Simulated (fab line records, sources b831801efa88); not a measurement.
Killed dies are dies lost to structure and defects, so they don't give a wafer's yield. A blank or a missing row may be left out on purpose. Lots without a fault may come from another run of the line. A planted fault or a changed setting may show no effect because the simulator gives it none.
fab line records | flow gf180mcu
record lots=5 wafers=15 last_day=33
route steps=602 shown VT_IMPLANT@92
lots that met no fault: from a run of the same line without faults
start_h: hours from the record's first day to the start of the lot's first wafer shown | wait_h: hours since the lot's step before | " the same as in the row above | L1.1+2: a row that stands for several wafers | - no value, or no start given | * or withheld: withheld | < > ~ a bound
route shown NAME@n: a module of which the file shows steps, and the number in the route of the first | usual: mean/standard deviation of fault-free wafers | same: alike in all rows | chamber/n: place in a boat | sites: the reading at each site | _std_site: their standard deviation | _edge_site: outer sites' mean less inner sites' | radius_mm: how far each site lies from the wafer's centre | mask NAME#n: copy n | behind: the tool/chamber that last shaped the wafer | hold: why the lot was held/for how many hours/how that ended | device: the transistor (n, p or np) that didn't switch | end of line: the same wafers' tests at the end of the route | a step without rows: its recipe alone | killed: dies lost to structure and defects at the first sort, not the wafer's yield | map: a wafer's dies, x killed, . not, _ none there
set.NAME: the setting as run; set.NAME@STEP: as run at that earlier step | model.NAME: the simulator's own value behind a step, which no gauge read
lots at some steps of the route; a table a step, a row a wafer
services: from which hour (start_h, from the record's first day; less than 0 if before it) a tool's chamber was out of use, for how many hours, and why
## steps
# step GF_VT_IMPLANT_COAT_02
# recipe resist=NOVOLAK spin_rpm=3000 resist_thk_nm=1000
# columns lot.wafer tool chamber start_h wait_h
L074.2+3+4 litho_track-03 0 108.72 0.1
L078.1+2+4 litho_track-02 0 130.79 0.1
L089.1+2+6 litho_track-03 0 194.30 0.1
L090.4+5+6 litho_track-02 0 202.06 0.1
L093.1+2+5 litho_track-02 0 218.19 0.1
# step GF_VT_IMPLANT_SOFTBAKE_03
# recipe temp_c=90 time_s=60 resist=NOVOLAK
# usual heater_power_total_W=56.59/0.041
# columns lot.wafer tool chamber start_h wait_h heater_power_total_W
L074.2 litho_track-03 0 108.87 0.1 56.55
L074.3 " 0 " " 56.58
L074.4 " 0 " " 56.60
L078.1 litho_track-02 0 130.94 0.1 56.53
L078.2 " 0 " " 56.57
L078.4 " 0 " " 56.59
L089.1 litho_track-03 0 194.45 0.1 56.62
L089.2 " 0 " " 56.60
L089.6 " 0 " " 56.62
L090.4 litho_track-02 0 202.21 0.1 56.57
L090.5 " 0 " " 56.62
L090.6 " 0 " " 56.62
L093.1 litho_track-02 0 218.34 0.1 56.58
L093.2 " 0 " " 56.58
L093.5 " 0 " " 56.61
# step GF_VT_IMPLANT_EXPOSE_04
# recipe mask_id=LVPWELL_LV_AREA target_cd_nm=600 na=0.6 source_shape=conventional sigma_outer=0.6 dose_mj=140
# usual focus_offset_nm=0.0/0.54
# same na=0.6
# columns lot.wafer tool chamber start_h wait_h mask focus_offset_nm
L074.2 iline_stepper-01 0 - - LVPWELL_LV_AREA#0 -0.7
L074.3 " 0 " " LVPWELL_LV_AREA#0 -0.4
L074.4 " 0 " " LVPWELL_LV_AREA#0 0.2
L078.1 iline_stepper-01 0 - - LVPWELL_LV_AREA#0 0.7
L078.2 " 0 " " LVPWELL_LV_AREA#0 0.6
L078.4 " 0 " " LVPWELL_LV_AREA#0 -0.2
L089.1 iline_stepper-02 0 - - LVPWELL_LV_AREA#0 -0.3
L089.2 " 0 " " LVPWELL_LV_AREA#0 -0.9
L089.6 " 0 " " LVPWELL_LV_AREA#0 -0.6
L090.4 iline_stepper-02 0 - - LVPWELL_LV_AREA#0 0.3
L090.5 " 0 " " LVPWELL_LV_AREA#0 1.1
L090.6 " 0 " " LVPWELL_LV_AREA#0 1.1
L093.1 iline_stepper-01 0 - - LVPWELL_LV_AREA#0 -0.2
L093.2 " 0 " " LVPWELL_LV_AREA#0 -0.2
L093.5 " 0 " " LVPWELL_LV_AREA#0 -0.1
# step GF_VT_IMPLANT_PEB_05
# recipe temp_c=withheld time_s=* resist=NOVOLAK
# columns lot.wafer tool chamber start_h wait_h
L074.2+3+4 litho_track-03 0 - -
L078.1+2+4 litho_track-03 0 - -
L089.1+2+6 litho_track-02 0 - -
L090.4+5+6 litho_track-03 0 - -
L093.1+2+5 litho_track-04 0 - -
# step GF_VT_IMPLANT_DEVELOP_06
# recipe develop_time_s=60 dev_temp_c=23
# columns lot.wafer tool chamber start_h wait_h
L074.2+3+4 litho_track-03 0 116.32 0.1
L078.1+2+4 litho_track-03 0 138.50 0.1
L089.1+2+6 litho_track-02 0 202.74 0.1
L090.4+5+6 litho_track-03 0 210.42 0.1
L093.1+2+5 litho_track-04 0 226.86 0.1
# step GF_VT_IMPLANT_OVL_MEAS_07
# usual VT_IMPLANT_OVL=0.0/1.7
# columns lot.wafer tool chamber start_h wait_h VT_IMPLANT_OVL[nm]
L074.2 overlay-01 - 116.45 0.1 0.4
L074.3 " - " " 1.0
L074.4 " - " " -0.4
L078.1 overlay-02 - 138.65 0.1 -1.4
L078.2 " - " " -0.5
L078.4 " - " " -1.7
L089.1 overlay-01 - 202.89 0.1 1.8
L089.2 " - " " -1.2
L089.6 " - " " 0.1
L090.4 overlay-02 - 210.51 0.1 1.7
L090.5 " - " " 2.0
L090.6 " - " " 1.7
L093.1 overlay-01 - 227.01 0.1 3.3
L093.2 " - " " 2.5
L093.5 " - " " 4.4
# step GF_VT_IMPLANT_IMPLANT_08
# recipe species=BF2 energy_kev=20 dose_cm2=8.29e+12 tilt_deg=7
# columns lot.wafer tool chamber start_h wait_h
L074.2+3+4 implanter-04 0 116.51 0.0
L078.1+2+4 implanter-03 0 138.68 0.0
L089.1+2+6 implanter-03 0 202.92 0.0
L090.4+5+6 implanter-04 0 210.61 0.1
L093.1+2+5 implanter-03 0 227.05 0.0
# step GF_VT_IMPLANT_STRIP_09
# recipe chemistry=O2/N2 power_w=1400 pressure_mtorr=1500 platen_temp_c=250 o2_flow_sccm=3000 n2_flow_sccm=300 overash_fraction=0.5
# usual drypump_motor_current_A=5.60/0.28 heater_power_w=336/43 oes_product_au=0.715/0.0047 strip_time_to_endpoint_s=12.64/0.037
# columns lot.wafer tool chamber start_h wait_h drypump_motor_current_A heater_power_w oes_product_au rf_hours_counter_h strip_time_to_endpoint_s
L074.2 plasma_asher-02 0 116.63 0.1 5.95 360 0.722 33 12.63
L074.3 " 0 " " 5.96 372 0.720 - 12.62
L074.4 " 1 " " 5.23 362 0.713 - 12.61
L078.1 plasma_asher-02 1 138.83 0.1 5.22 360 0.719 35 12.59
L078.2 " 0 " " 5.96 365 0.707 35 12.62
L078.4 " 0 " " 5.98 357 0.712 - 12.65
L089.1 plasma_asher-04 1 203.07 0.1 5.40 265 0.720 9 12.70
L089.2 " 0 " " 5.82 314 0.715 9 12.66
L089.6 " 1 " " 5.40 269 0.720 - 12.63
L090.4 plasma_asher-04 1 210.71 0.1 5.41 277 0.711 - 12.63
L090.5 " 0 " " 5.86 330 0.713 - 12.62
L090.6 " 1 " " 5.40 265 0.718 - 12.65
L093.1 plasma_asher-03 0 227.20 0.1 5.62 346 0.716 60 12.71
L093.2 " 1 " " 5.46 408 0.724 60 12.70
L093.5 " 0 " " 5.62 346 0.711 - 12.68
# step GF_VT_IMPLANT_TW_MEAS_10
# usual VT_IMPLANT_TW=564/4.7
# columns lot.wafer tool chamber start_h wait_h VT_IMPLANT_TW
L074.2 film_metro-02 - 116.74 0.1 562
L074.3 " - " " 566
L074.4 " - " " 563
L078.1 film_metro-01 - 138.93 0.1 566
L078.2 " - " " 565
L078.4 " - " " 567
L089.1 film_metro-03 - 203.17 0.1 560
L089.2 " - " " 562
L089.6 " - " " 558
L090.4 film_metro-01 - 210.81 0.1 565
L090.5 " - " " 572
L090.6 " - " " 570
L093.1 film_metro-01 - 227.30 0.1 568
L093.2 " - " " 566
L093.5 " - " " 565
# step GF_VT_IMPLANT_DEHYDRATE_11
# recipe temp_c=200 time_s=60
# usual heater_power_total_W=160.37/0.14
# columns lot.wafer tool chamber start_h wait_h heater_power_total_W
L074.2 litho_track-02 0 123.31 6.6 160.37
L074.3 " 0 " " 160.33
L074.4 " 0 " " 160.41
L078.1 litho_track-02 0 146.79 7.8 160.38
L078.2 " 0 " " 160.50
L078.4 " 0 " " 160.35
L089.1 litho_track-02 0 211.14 8.0 160.33
L089.2 " 0 " " 160.31
L089.6 " 0 " " 160.22
L090.4 litho_track-03 0 219.22 8.4 160.20
L090.5 " 0 " " 160.34
L090.6 " 0 " " 160.36
L093.1 litho_track-03 0 235.35 8.0 160.43
L093.2 " 0 " " 160.14
L093.5 " 0 " " 160.26
# step GF_VT_IMPLANT_HMDS_12
# recipe prime_time_s=60 prime_temp_c=120
# same prime_time_s=60
# columns lot.wafer tool chamber start_h wait_h
L074.2+3+4 litho_track-02 0 123.46 0.1
L078.1+2+4 litho_track-02 0 146.94 0.1
L089.1+2+6 litho_track-02 0 211.29 0.1
L090.4+5+6 litho_track-03 0 219.37 0.1
L093.1+2+5 litho_track-03 0 235.50 0.1
# step GF_VT_IMPLANT_COAT_13
# recipe resist=NOVOLAK spin_rpm=3000 resist_thk_nm=1000
# columns lot.wafer tool chamber start_h wait_h
L074.2+3+4 litho_track-02 0 123.61 0.1
L078.1+2+4 litho_track-02 0 147.09 0.1
L089.1+2+6 litho_track-02 0 211.44 0.1
L090.4+5+6 litho_track-03 0 219.52 0.1
L093.1+2+5 litho_track-03 0 235.65 0.1
# step GF_VT_IMPLANT_SOFTBAKE_14
# recipe temp_c=90 time_s=60 resist=NOVOLAK
# usual heater_power_total_W=56.60/0.047
# columns lot.wafer tool chamber start_h wait_h heater_power_total_W
L074.2 litho_track-02 0 123.76 0.1 56.54
L074.3 " 0 " " 56.58
L074.4 " 0 " " 56.58
L078.1 litho_track-02 0 147.24 0.1 56.47
L078.2 " 0 " " 56.64
L078.4 " 0 " " 56.56
L089.1 litho_track-02 0 211.59 0.1 56.63
L089.2 " 0 " " 56.61
L089.6 " 0 " " 56.69
L090.4 litho_track-03 0 219.67 0.1 56.54
L090.5 " 0 " " 56.67
L090.6 " 0 " " 56.64
L093.1 litho_track-03 0 235.80 0.1 56.64
L093.2 " 0 " " 56.60
L093.5 " 0 " " 56.58
# step GF_VT_IMPLANT_EXPOSE_15
# recipe mask_id=Nwell_LV_AREA target_cd_nm=860 na=0.6 source_shape=conventional sigma_outer=0.6 dose_mj=140
# usual focus_offset_nm=0.1/0.55
# same na=0.6
# columns lot.wafer tool chamber start_h wait_h mask focus_offset_nm
L074.2 iline_stepper-01 0 - - Nwell_LV_AREA#0 0.1
L074.3 " 0 " " Nwell_LV_AREA#0 -0.8
L074.4 " 0 " " Nwell_LV_AREA#0 -0.6
L078.1 iline_stepper-01 0 - - Nwell_LV_AREA#0 1.2
L078.2 " 0 " " Nwell_LV_AREA#0 0.4
L078.4 " 0 " " Nwell_LV_AREA#0 0.2
L089.1 iline_stepper-02 0 - - Nwell_LV_AREA#0 -1.1
L089.2 " 0 " " Nwell_LV_AREA#0 0.1
L089.6 " 0 " " Nwell_LV_AREA#0 0.3
L090.4 iline_stepper-02 0 - - Nwell_LV_AREA#0 0.3
L090.5 " 0 " " Nwell_LV_AREA#0 0.7
L090.6 " 0 " " Nwell_LV_AREA#0 1.1
L093.1 iline_stepper-02 0 - - Nwell_LV_AREA#0 0.1
L093.2 " 0 " " Nwell_LV_AREA#0 0.8
L093.5 " 0 " " Nwell_LV_AREA#0 0.6
# step GF_VT_IMPLANT_PEB_16
# recipe temp_c=withheld time_s=* resist=NOVOLAK
# columns lot.wafer tool chamber start_h wait_h
L074.2+3+4 litho_track-03 0 - -
L078.1+2+4 litho_track-02 0 - -
L089.1+2+6 litho_track-03 0 - -
L090.4+5+6 litho_track-02 0 - -
L093.1+2+5 litho_track-03 0 - -
# step GF_VT_IMPLANT_DEVELOP_17
# recipe develop_time_s=60 dev_temp_c=23
# columns lot.wafer tool chamber start_h wait_h
L074.2+3+4 litho_track-03 0 130.77 0.1
L078.1+2+4 litho_track-02 0 154.34 0.1
L089.1+2+6 litho_track-03 0 220.65 0.1
L090.4+5+6 litho_track-02 0 227.96 0.1
L093.1+2+5 litho_track-03 0 244.50 0.1
# step GF_VT_IMPLANT_OVL_MEAS_18
# usual VT_IMPLANT_01_OVL=-0.4/1.3
# columns lot.wafer tool chamber start_h wait_h VT_IMPLANT_01_OVL[nm]
L074.2 overlay-01 - 130.90 0.1 0.2
L074.3 " - " " -1.4
L074.4 " - " " 1.7
L078.1 overlay-02 - 154.49 0.1 -0.5
L078.2 " - " " -1.2
L078.4 " - " " -2.6
L089.1 overlay-01 - 220.80 0.1 0.3
L089.2 " - " " -2.8
L089.6 " - " " 0.3
L090.4 overlay-01 - 228.05 0.1 -0.8
L090.5 " - " " 0.3
L090.6 " - " " -0.2
L093.1 overlay-02 - 244.65 0.1 -2.6
L093.2 " - " " -4.3
L093.5 " - " " -1.0
# step GF_VT_IMPLANT_IMPLANT_19
# recipe species=As energy_kev=100 dose_cm2=4.35e+12 tilt_deg=7
# columns lot.wafer tool chamber start_h wait_h
L074.2+3+4 implanter-04 0 130.96 0.0
L078.1+2+4 implanter-04 0 154.52 0.0
L089.1+2+6 implanter-04 0 220.83 0.0
L090.4+5+6 implanter-04 0 228.15 0.1
L093.1+2+5 implanter-04 0 244.68 0.0
# step GF_VT_IMPLANT_STRIP_20
# recipe chemistry=O2/N2 power_w=1400 pressure_mtorr=1500 platen_temp_c=250 o2_flow_sccm=3000 n2_flow_sccm=300 overash_fraction=0.5
# usual drypump_motor_current_A=5.59/0.24 heater_power_w=349/44 oes_product_au=0.716/0.0045 strip_time_to_endpoint_s=12.63/0.031
# columns lot.wafer tool chamber start_h wait_h drypump_motor_current_A heater_power_w oes_product_au rf_hours_counter_h strip_time_to_endpoint_s
L074.2 plasma_asher-04 0 131.08 0.1 5.85 322 0.722 1 12.58
L074.3 " 1 " " 5.38 271 0.709 - 12.57
L074.4 " 0 " " 5.86 323 0.719 - 12.61
L078.1 plasma_asher-03 0 154.67 0.1 5.66 344 0.717 52 12.57
L078.2 " 1 " " 5.48 416 0.721 52 12.61
L078.4 " 0 " " 5.61 357 0.720 - 12.61
L089.1 plasma_asher-04 0 220.98 0.1 5.86 324 0.723 11 12.64
L089.2 " 1 " " 5.41 262 0.718 11 12.66
L089.6 " 1 " " 5.37 263 0.720 - 12.62
L090.4 plasma_asher-03 1 228.26 0.1 5.48 406 0.718 - 12.64
L090.5 " 0 " " 5.65 341 0.720 - 12.70
L090.6 " 1 " " 5.48 406 0.715 - 12.66
L093.1 plasma_asher-04 0 244.83 0.1 5.87 322 0.719 13 12.67
L093.2 " 1 " " 5.39 265 0.721 13 12.69
L093.5 " 1 " " 5.39 272 0.721 - 12.67
# step GF_VT_IMPLANT_TW_MEAS_21
# usual VT_IMPLANT_2_TW=1214/10
# columns lot.wafer tool chamber start_h wait_h VT_IMPLANT_2_TW
L074.2 film_metro-03 - 131.19 0.1 1202
L074.3 " - " " 1206
L074.4 " - " " 1204
L078.1 film_metro-03 - 154.77 0.1 1201
L078.2 " - " " 1203
L078.4 " - " " 1199
L089.1 film_metro-01 - 221.08 0.1 1222
L089.2 " - " " 1214
L089.6 " - " " 1223
L090.4 film_metro-03 - 228.35 0.1 1202
L090.5 " - " " 1203
L090.6 " - " " 1191
L093.1 film_metro-02 - 244.93 0.1 1208
L093.2 " - " " 1211
L093.5 " - " " 1208
# step GF_VT_IMPLANT_DEHYDRATE_22
# recipe temp_c=200 time_s=60
# usual heater_power_total_W=160.37/0.13
# columns lot.wafer tool chamber start_h wait_h heater_power_total_W
L074.2 litho_track-02 0 138.21 7.0 160.55
L074.3 " 0 " " 160.57
L074.4 " 0 " " 160.56
L078.1 litho_track-03 0 162.55 7.8 160.41
L078.2 " 0 " " 160.33
L078.4 " 0 " " 160.46
L089.1 litho_track-03 0 229.40 8.3 160.48
L089.2 " 0 " " 160.55
L089.6 " 0 " " 160.18
L090.4 litho_track-04 0 236.74 8.4 160.37
L090.5 " 0 " " 160.29
L090.6 " 0 " " 160.41
L093.1 litho_track-03 0 253.50 8.6 160.27
L093.2 " 0 " " 160.14
L093.5 " 0 " " 160.36
# step GF_VT_IMPLANT_HMDS_23
# recipe prime_time_s=60 prime_temp_c=120
# same prime_time_s=60
# columns lot.wafer tool chamber start_h wait_h
L074.2+3+4 litho_track-02 0 138.36 0.1
L078.1+2+4 litho_track-03 0 162.70 0.1
L089.1+2+6 litho_track-03 0 229.55 0.1
L090.4+5+6 litho_track-04 0 236.89 0.1
L093.1+2+5 litho_track-03 0 253.65 0.1
# step GF_VT_IMPLANT_COAT_24
# recipe resist=NOVOLAK spin_rpm=3000 resist_thk_nm=1000
# columns lot.wafer tool chamber start_h wait_h
L074.2+3+4 litho_track-02 0 138.51 0.1
L078.1+2+4 litho_track-03 0 162.85 0.1
L089.1+2+6 litho_track-03 0 229.70 0.1
L090.4+5+6 litho_track-04 0 237.04 0.1
L093.1+2+5 litho_track-03 0 253.80 0.1
# step GF_VT_IMPLANT_SOFTBAKE_25
# recipe temp_c=90 time_s=60 resist=NOVOLAK
# usual heater_power_total_W=56.60/0.041
# columns lot.wafer tool chamber start_h wait_h heater_power_total_W
L074.2 litho_track-02 0 138.66 0.1 56.56
L074.3 " 0 " " 56.62
L074.4 " 0 " " 56.67
L078.1 litho_track-03 0 163.00 0.1 56.61
L078.2 " 0 " " 56.58
L078.4 " 0 " " 56.54
L089.1 litho_track-03 0 229.85 0.1 56.53
L089.2 " 0 " " 56.61
L089.6 " 0 " " 56.59
L090.4 litho_track-04 0 237.19 0.1 56.58
L090.5 " 0 " " 56.59
L090.6 " 0 " " 56.50
L093.1 litho_track-03 0 253.95 0.1 56.56
L093.2 " 0 " " 56.62
L093.5 " 0 " " 56.59
# step GF_VT_IMPLANT_EXPOSE_26
# recipe mask_id=LVPWELL_HV_AREA target_cd_nm=860 na=0.6 source_shape=conventional sigma_outer=0.6 dose_mj=140
# usual focus_offset_nm=0.2/0.52
# same na=0.6
# columns lot.wafer tool chamber start_h wait_h mask focus_offset_nm
L074.2 iline_stepper-02 0 - - LVPWELL_HV_AREA#0 0.6
L074.3 " 0 " " LVPWELL_HV_AREA#0 0.7
L074.4 " 0 " " LVPWELL_HV_AREA#0 0.8
L078.1 iline_stepper-01 0 - - LVPWELL_HV_AREA#0 0.0
L078.2 " 0 " " LVPWELL_HV_AREA#0 0.5
L078.4 " 0 " " LVPWELL_HV_AREA#0 0.4
L089.1 iline_stepper-02 0 - - LVPWELL_HV_AREA#0 0.0
L089.2 " 0 " " LVPWELL_HV_AREA#0 -0.7
L089.6 " 0 " " LVPWELL_HV_AREA#0 0.4
L090.4 iline_stepper-02 0 - - LVPWELL_HV_AREA#0 -0.2
L090.5 " 0 " " LVPWELL_HV_AREA#0 1.1
L090.6 " 0 " " LVPWELL_HV_AREA#0 0.3
L093.1 iline_stepper-01 0 - - LVPWELL_HV_AREA#0 -0.1
L093.2 " 0 " " LVPWELL_HV_AREA#0 0.3
L093.5 " 0 " " LVPWELL_HV_AREA#0 0.4
# step GF_VT_IMPLANT_PEB_27
# recipe temp_c=withheld time_s=* resist=NOVOLAK
# columns lot.wafer tool chamber start_h wait_h
L074.2+3+4 litho_track-03 0 - -
L078.1+2+4 litho_track-02 0 - -
L089.1+2+6 litho_track-04 0 - -
L090.4+5+6 litho_track-04 0 - -
L093.1+2+5 litho_track-03 0 - -
# step GF_VT_IMPLANT_DEVELOP_28
# recipe develop_time_s=60 dev_temp_c=23
# columns lot.wafer tool chamber start_h wait_h
L074.2+3+4 litho_track-03 0 147.12 0.1
L078.1+2+4 litho_track-02 0 170.64 0.1
L089.1+2+6 litho_track-04 0 238.06 0.1
L090.4+5+6 litho_track-04 0 245.94 0.1
L093.1+2+5 litho_track-03 0 262.64 0.1
# step GF_VT_IMPLANT_OVL_MEAS_29
# usual VT_IMPLANT_02_OVL=-1.2/1.2
# columns lot.wafer tool chamber start_h wait_h VT_IMPLANT_02_OVL[nm]
L074.2 overlay-01 - 147.25 0.1 -0.8
L074.3 " - " " 0.1
L074.4 " - " " -0.6
L078.1 overlay-02 - 170.79 0.1 -1.5
L078.2 " - " " -1.8
L078.4 " - " " -0.8
L089.1 overlay-02 - 238.21 0.1 -2.4
L089.2 " - " " -1.4
L089.6 " - " " -1.1
L090.4 overlay-01 - 246.03 0.1 -0.4
L090.5 " - " " -0.6
L090.6 " - " " -0.6
L093.1 overlay-01 - 262.79 0.1 -0.2
L093.2 " - " " -0.5
L093.5 " - " " -1.0
# step GF_VT_IMPLANT_IMPLANT_30
# recipe species=B energy_kev=25 dose_cm2=2.534e+12 tilt_deg=7
# columns lot.wafer tool chamber start_h wait_h
L074.2+3+4 implanter-04 0 147.31 0.0
L078.1+2+4 implanter-03 0 170.82 0.0
L089.1+2+6 implanter-04 0 238.25 0.0
L090.4+5+6 implanter-04 0 246.12 0.1
L093.1+2+5 implanter-04 0 262.83 0.0
# step GF_VT_IMPLANT_STRIP_31
# recipe chemistry=O2/N2 power_w=1400 pressure_mtorr=1500 platen_temp_c=250 o2_flow_sccm=3000 n2_flow_sccm=300 overash_fraction=0.5
# usual drypump_motor_current_A=5.59/0.25 heater_power_w=345/44 oes_product_au=0.715/0.0042 strip_time_to_endpoint_s=12.639/0.026
# columns lot.wafer tool chamber start_h wait_h drypump_motor_current_A heater_power_w oes_product_au rf_hours_counter_h strip_time_to_endpoint_s
L074.2 plasma_asher-03 0 147.43 0.1 5.65 346 0.707 51 12.648
L074.3 " 0 " " 5.62 349 0.716 - 12.619
L074.4 " 1 " " 5.48 404 0.712 - 12.648
L078.1 plasma_asher-04 1 170.97 0.1 5.40 269 0.712 5 12.639
L078.2 " 0 " " 5.85 322 0.716 5 12.623
L078.4 " 1 " " 5.39 270 0.709 - 12.653
L089.1 plasma_asher-04 0 238.40 0.1 5.85 317 0.712 12 12.664
L089.2 " 1 " " 5.40 270 0.717 12 12.646
L089.6 " 1 " " 5.42 261 0.714 - 12.631
L090.4 plasma_asher-02 0 246.23 0.1 5.95 359 0.725 - 12.606
L090.5 " 1 " " 5.24 361 0.721 - 12.620
L090.6 " 0 " " 5.96 355 0.708 - 12.605
L093.1 plasma_asher-04 1 262.98 0.1 5.40 269 0.713 15 12.645
L093.2 " 0 " " 5.86 320 0.722 15 12.619
L093.5 " 1 " " 5.39 263 0.715 - 12.646
# step GF_VT_IMPLANT_TW_MEAS_32
# usual VT_IMPLANT_3_TW=269.1/2.1
# columns lot.wafer tool chamber start_h wait_h VT_IMPLANT_3_TW
L074.2 film_metro-01 - 147.54 0.1 270.8
L074.3 " - " " 271.2
L074.4 " - " " 270.1
L078.1 film_metro-03 - 171.07 0.1 267.9
L078.2 " - " " 266.4
L078.4 " - " " 266.3
L089.1 film_metro-02 - 238.50 0.1 265.6
L089.2 " - " " 266.4
L089.6 " - " " 266.8
L090.4 film_metro-01 - 246.33 0.1 270.8
L090.5 " - " " 270.2
L090.6 " - " " 271.0
L093.1 film_metro-01 - 263.08 0.1 269.8
L093.2 " - " " 271.8
L093.5 " - " " 269.6
# step GF_VT_IMPLANT_DEHYDRATE_33
# recipe temp_c=200 time_s=60
# usual heater_power_total_W=160.39/0.12
# columns lot.wafer tool chamber start_h wait_h heater_power_total_W
L074.2 litho_track-04 0 154.04 6.5 160.30
L074.3 " 0 " " 160.46
L074.4 " 0 " " 160.55
L078.1 litho_track-04 0 179.36 8.3 160.29
L078.2 " 0 " " 160.50
L078.4 " 0 " " 160.40
L089.1 litho_track-04 0 246.96 8.5 160.41
L089.2 " 0 " " 160.28
L089.6 " 0 " " 160.54
L090.4 litho_track-02 0 255.46 9.1 160.19
L090.5 " 0 " " 160.33
L090.6 " 0 " " 160.35
L093.1 litho_track-02 0 272.39 9.3 160.21
L093.2 " 0 " " 160.20
L093.5 " 0 " " 160.32
# step GF_VT_IMPLANT_HMDS_34
# recipe prime_time_s=60 prime_temp_c=120
# same prime_time_s=60
# columns lot.wafer tool chamber start_h wait_h
L074.2+3+4 litho_track-04 0 154.19 0.1
L078.1+2+4 litho_track-04 0 179.51 0.1
L089.1+2+6 litho_track-04 0 247.11 0.1
L090.4+5+6 litho_track-02 0 255.61 0.1
L093.1+2+5 litho_track-02 0 272.54 0.1
# step GF_VT_IMPLANT_COAT_35
# recipe resist=NOVOLAK spin_rpm=3000 resist_thk_nm=1000
# columns lot.wafer tool chamber start_h wait_h
L074.2+3+4 litho_track-04 0 154.34 0.1
L078.1+2+4 litho_track-04 0 179.66 0.1
L089.1+2+6 litho_track-04 0 247.26 0.1
L090.4+5+6 litho_track-02 0 255.76 0.1
L093.1+2+5 litho_track-02 0 272.69 0.1
# step GF_VT_IMPLANT_SOFTBAKE_36
# recipe temp_c=90 time_s=60 resist=NOVOLAK
# usual heater_power_total_W=56.60/0.044
# columns lot.wafer tool chamber start_h wait_h heater_power_total_W
L074.2 litho_track-04 0 154.49 0.1 56.60
L074.3 " 0 " " 56.59
L074.4 " 0 " " 56.58
L078.1 litho_track-04 0 179.81 0.1 56.53
L078.2 " 0 " " 56.52
L078.4 " 0 " " 56.56
L089.1 litho_track-04 0 247.41 0.1 56.57
L089.2 " 0 " " 56.55
L089.6 " 0 " " 56.61
L090.4 litho_track-02 0 255.91 0.1 56.63
L090.5 " 0 " " 56.67
L090.6 " 0 " " 56.59
L093.1 litho_track-02 0 272.84 0.1 56.65
L093.2 " 0 " " 56.56
L093.5 " 0 " " 56.61
# step GF_VT_IMPLANT_EXPOSE_37
# recipe mask_id=Nwell_HV_AREA target_cd_nm=860 na=0.6 source_shape=conventional sigma_outer=0.6 dose_mj=140
# usual focus_offset_nm=0.0/0.5
# same na=0.6
# columns lot.wafer tool chamber start_h wait_h mask focus_offset_nm
L074.2 iline_stepper-02 0 - - Nwell_HV_AREA#0 0.3
L074.3 " 0 " " Nwell_HV_AREA#0 0.2
L074.4 " 0 " " Nwell_HV_AREA#0 -0.1
L078.1 iline_stepper-02 0 - - Nwell_HV_AREA#0 -1.3
L078.2 " 0 " " Nwell_HV_AREA#0 0.6
L078.4 " 0 " " Nwell_HV_AREA#0 -0.2
L089.1 iline_stepper-01 0 - - Nwell_HV_AREA#0 0.5
L089.2 " 0 " " Nwell_HV_AREA#0 0.6
L089.6 " 0 " " Nwell_HV_AREA#0 0.6
L090.4 iline_stepper-02 0 - - Nwell_HV_AREA#0 0.4
L090.5 " 0 " " Nwell_HV_AREA#0 0.0
L090.6 " 0 " " Nwell_HV_AREA#0 -0.7
L093.1 iline_stepper-01 0 - - Nwell_HV_AREA#0 -0.5
L093.2 " 0 " " Nwell_HV_AREA#0 0.0
L093.5 " 0 " " Nwell_HV_AREA#0 0.3
# step GF_VT_IMPLANT_PEB_38
# recipe temp_c=withheld time_s=* resist=NOVOLAK
# columns lot.wafer tool chamber start_h wait_h
L074.2+3+4 litho_track-03 0 - -
L078.1+2+4 litho_track-04 0 - -
L089.1+2+6 litho_track-03 0 - -
L090.4+5+6 litho_track-04 0 - -
L093.1+2+5 litho_track-03 0 - -
# step GF_VT_IMPLANT_DEVELOP_39
# recipe develop_time_s=60 dev_temp_c=23
# columns lot.wafer tool chamber start_h wait_h
L074.2+3+4 litho_track-03 0 162.42 0.1
L078.1+2+4 litho_track-04 0 187.26 0.1
L089.1+2+6 litho_track-03 0 256.60 0.1
L090.4+5+6 litho_track-04 0 265.19 0.1
L093.1+2+5 litho_track-03 0 281.64 0.1
# step GF_VT_IMPLANT_OVL_MEAS_40
# usual VT_IMPLANT_03_OVL=-1.1/1.3
# columns lot.wafer tool chamber start_h wait_h VT_IMPLANT_03_OVL[nm]
L074.2 overlay-02 - 162.55 0.1 -0.2
L074.3 " - " " -0.1
L074.4 " - " " -1.6
L078.1 overlay-02 - 187.41 0.1 -2.9
L078.2 " - " " -2.5
L078.4 " - " " -1.6
L089.1 overlay-01 - 256.75 0.1 -1.6
L089.2 " - " " -0.9
L089.6 " - " " 0.5
L090.4 overlay-02 - 265.28 0.1 -1.3
L090.5 " - " " -1.1
L090.6 " - " " -3.2
L093.1 overlay-01 - 281.79 0.1 -1.1
L093.2 " - " " -0.5
L093.5 " - " " -1.5
# step GF_VT_IMPLANT_IMPLANT_41
# recipe species=As energy_kev=70 dose_cm2=1.013e+12 tilt_deg=7
# columns lot.wafer tool chamber start_h wait_h
L074.2+3+4 implanter-04 0 162.61 0.0
L078.1+2+4 implanter-04 0 187.45 0.0
L089.1+2+6 implanter-04 0 256.78 0.0
L090.4+5+6 implanter-04 0 265.37 0.1
L093.1+2+5 implanter-02 0 281.83 0.0
## services
# columns tool chamber start_h hours kind
implanter-03 - 88.88 1.8 repair
plasma_asher-04 - 108.75 9.0 pm
plasma_asher-04 0 108.75 9.0 vent_cycle
plasma_asher-04 1 108.75 9.0 vent_cycle
plasma_asher-04 0 117.75 - clean
plasma_asher-04 1 117.75 - clean
implanter-03 - 141.22 1.5 repair
iline_stepper-01 - 196.51 0.7 repair
implanter-02 - 211.12 1.9 repair
implanter-02 - 220.32 3.8 pm
plasma_asher-04 - 228.69 4.4 repair
plasma_asher-04 - 228.74 1.5 repair
implanter-03 - 232.52 1.7 repair
implanter-02 - 242.67 15.5 repair
iline_stepper-01 - 258.18 1.7 pm
implanter-02 - 261.52 5.0 repair
iline_stepper-01 - 267.11 0.9 repair
implanter-04 - 270.08 3.1 pm
iline_stepper-02 - 277.66 1.7 pm
## key
fault none
